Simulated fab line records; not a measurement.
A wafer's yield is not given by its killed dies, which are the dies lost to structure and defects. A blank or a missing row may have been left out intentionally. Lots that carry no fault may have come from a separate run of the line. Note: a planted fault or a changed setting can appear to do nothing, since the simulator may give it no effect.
Which tool was responsible? ; flow sfq line ; 42 wafers from 14 lots sampled at 4 of the route's 325 steps

== WHAT EACH GAUGE READ, for each wafer ==
The record holds no reading of a measuring or inspecting step that can be judged against a usual standard deviation.

== WHAT TOOL EACH LOT RAN ON (gives the tool, then ch and the chambers of the sampled wafers, and finally the start) ==
lot;SFQ_TRILAYER_R5_DEP_SPUTTER_132;SFQ_TRILAYER_R5_LITHO_PEB_139;SFQ_TRILAYER_I5_STRIP_STRIP_148;SFQ_TRILAYER_M7_BARC_OPEN_METAL_ETCH_229
L380;pvd sputter-05, day 60 16:38;litho track-03 ch 0, day 64 23:46;rie metal-03 ch 0,1, day 69 13:38;rie metal-03 ch 0, day 75 00:41
L386;pvd sputter-05, day 71 11:27;litho track-02 ch 0, day 71 13:40;rie metal-01 ch 0,1, day 71 17:24;rie metal-03 ch 0,1, day 76 18:11
L388;pvd sputter-05, day 73 08:17;litho track-02 ch 0, day 73 13:19;rie metal-04 ch 0,1, day 73 18:37;rie metal-01 ch 0,1, day 78 14:14
L389;pvd sputter-06, day 73 11:32;litho track-01 ch 0, day 73 15:43;rie metal-03 ch 0,1, day 73 23:25;rie metal-01 ch 0,1, day 79 01:17
L390;pvd sputter-05, day 73 19:56;litho track-01 ch 0, day 74 01:17;rie metal-01 ch 0,1, day 74 16:29;rie metal-04 ch 0,1, day 86 06:43
L391;pvd sputter-04, day 73 22:20;litho track-01 ch 0, day 74 04:53;rie metal-04 ch 0,1, day 74 17:41;rie metal-01 ch 0,1, day 86 07:55
L394;pvd sputter-05, day 74 18:44;litho track-01 ch 0, day 75 08:48;rie metal-01 ch 0,1, day 79 08:58;rie metal-01 ch 0,1, day 87 01:19
L396;pvd sputter-05, day 75 11:43;litho track-01 ch 0, day 75 15:42;rie metal-03 ch 0,1, day 79 17:17;rie metal-01 ch 0,1, day 87 08:30
L398;pvd sputter-06, day 75 22:13;litho track-02, day 76 00:28;rie metal-04 ch 0,1, day 80 02:53;rie metal-01 ch 0,1, day 87 14:30
L399;pvd sputter-04, day 75 23:15;litho track-02, day 76 01:38;rie metal-03 ch 0,1, day 80 05:17;rie metal-04 ch 0,1, day 87 16:54
L400;pvd sputter-06, day 76 01:13;litho track-01 ch 0, day 76 03:29;rie metal-04 ch 0,1, day 80 07:53;rie metal-01 ch 0,1, day 87 21:46
L401;pvd sputter-06, day 76 06:01;litho track-02 ch 0, day 76 08:16;rie metal-04 ch 0,1, day 80 11:17;rie metal-04 ch 0,1, day 88 01:13
L402;pvd sputter-06, day 76 10:49;litho track-01 ch 0, day 76 13:03;rie metal-04 ch 0,1, day 80 16:05;rie metal-01 ch 0,1, day 88 07:13
L403;pvd sputter-06, day 76 13:49;litho track-03 ch 0, day 76 16:40;rie metal-04 ch 0,1, day 80 19:41;rie metal-03 ch 0,1, day 88 14:25
- SFQ_TRILAYER_R5_DEP_SPUTTER_132: material Ti, target thk 5 nm, time 5 s.
- SFQ_TRILAYER_R5_LITHO_PEB_139: peb time 60 s.
- SFQ_TRILAYER_I5_STRIP_STRIP_148: strips in O2.
- SFQ_TRILAYER_M7_BARC_OPEN_METAL_ETCH_229: etches BARC in O2, target depth 125 nm, time 41.7 s.

== AS READ BY THE TOOLS THEMSELVES (means over the sampled wafers that have a number; for cases with no such wafer, the mark the record gives instead) ==
SFQ_TRILAYER_R5_DEP_SPUTTER_132.
lot;tool;throttle valve pct (%)
L380;pvd sputter-05;31.2
L386;pvd sputter-05;31.2
L388;pvd sputter-05;30.9
L389;pvd sputter-06;30.3
L390;pvd sputter-05;30.4
L391;pvd sputter-04;29.6
L394;pvd sputter-05;31.2
L396;pvd sputter-05;31.4
L398;pvd sputter-06;30.5
L399;pvd sputter-04;29.9
L400;pvd sputter-06;30.5
L401;pvd sputter-06;31.3
L402;pvd sputter-06;31.5
L403;pvd sputter-06;30.3

SFQ_TRILAYER_R5_LITHO_PEB_139.
lot;tool;chill plate temp C (C);exhaust pa (Pa)
L380;litho track-03;23.03;45.5
L386;litho track-02;22.95;44.8
L388;litho track-02;23.00;44.4
L389;litho track-01;23.07;43.6
L390;litho track-01;23.14;44.2
L391;litho track-01;23.05;45.0
L394;litho track-01;23.01;45.1
L396;litho track-01;22.93;44.5
L398;litho track-02;-;-
L399;litho track-02;-;-
L400;litho track-01;23.04;45.3
L401;litho track-02;22.94;44.8
L402;litho track-01;23.02;44.9
L403;litho track-03;23.06;43.7

SFQ_TRILAYER_I5_STRIP_STRIP_148.
lot;tool;drypump motor current A (A);oes product au (a.u.)
L380;rie metal-03;5.67;1.001
L386;rie metal-01;5.36;0.998
L388;rie metal-04;5.19;1.000
L389;rie metal-03;5.71;1.012
L390;rie metal-01;5.36;1.012
L391;rie metal-04;5.19;1.004
L394;rie metal-01;5.37;1.009
L396;rie metal-03;5.69;1.012
L398;rie metal-04;5.20;0.998
L399;rie metal-03;5.59;1.003
L400;rie metal-04;5.25;1.007
L401;rie metal-04;5.21;1.004
L402;rie metal-04;5.20;1.005
L403;rie metal-04;5.24;0.997

SFQ_TRILAYER_M7_BARC_OPEN_METAL_ETCH_229.
lot;tool;drypump motor current A (A);oes product au (a.u.)
L380;rie metal-03;5.49;0.683
L386;rie metal-03;5.67;0.684
L388;rie metal-01;5.39;0.682
L389;rie metal-01;5.35;0.683
L390;rie metal-04;5.21;0.687
L391;rie metal-01;5.38;0.679
L394;rie metal-01;5.38;0.682
L396;rie metal-01;5.38;0.683
L398;rie metal-01;5.38;0.685
L399;rie metal-04;5.19;0.688
L400;rie metal-01;5.35;0.682
L401;rie metal-04;5.17;0.683
L402;rie metal-01;5.37;0.684
L403;rie metal-03;5.68;0.684

== THE ANSWER, worked out from the rows above alone ==
Rule: the usual values come from the lots themselves. The widest of any qualifying gaps counts: lots, ordered by their means at a reading, are off when they make up no more than a third of the lots, leave a main group of 4 or more, and stand apart from it by 3 or more times the standard deviation of that group's means. A main group whose means are all the same, to the digits that the tables above print for the reading, isn't used. Also off: a lot with no number at a reading for which 4 or more lots have one. All remaining lots with rows at the step are treated as sound. The gauges are gone through in route order, then the tools' own readings, and for those a lot's mean is taken as printed above. At the first step where some lot is off, the reading lying furthest off is the one used; lots without a number count as furthest.
Off at SFQ_TRILAYER_R5_LITHO_PEB_139 (chill plate temp C): L398, L399. Without a number there: L398, L399. Mean 23.02 C and standard deviation 0.058 in the main group.
If a tool, at that step or one of the process steps before it, ran each lot that is off and ran no sound lot following the first of them, it fits. Of those tried, none fits.

== WHAT HAD BEEN PUT IN BY THE SIMULATOR ==
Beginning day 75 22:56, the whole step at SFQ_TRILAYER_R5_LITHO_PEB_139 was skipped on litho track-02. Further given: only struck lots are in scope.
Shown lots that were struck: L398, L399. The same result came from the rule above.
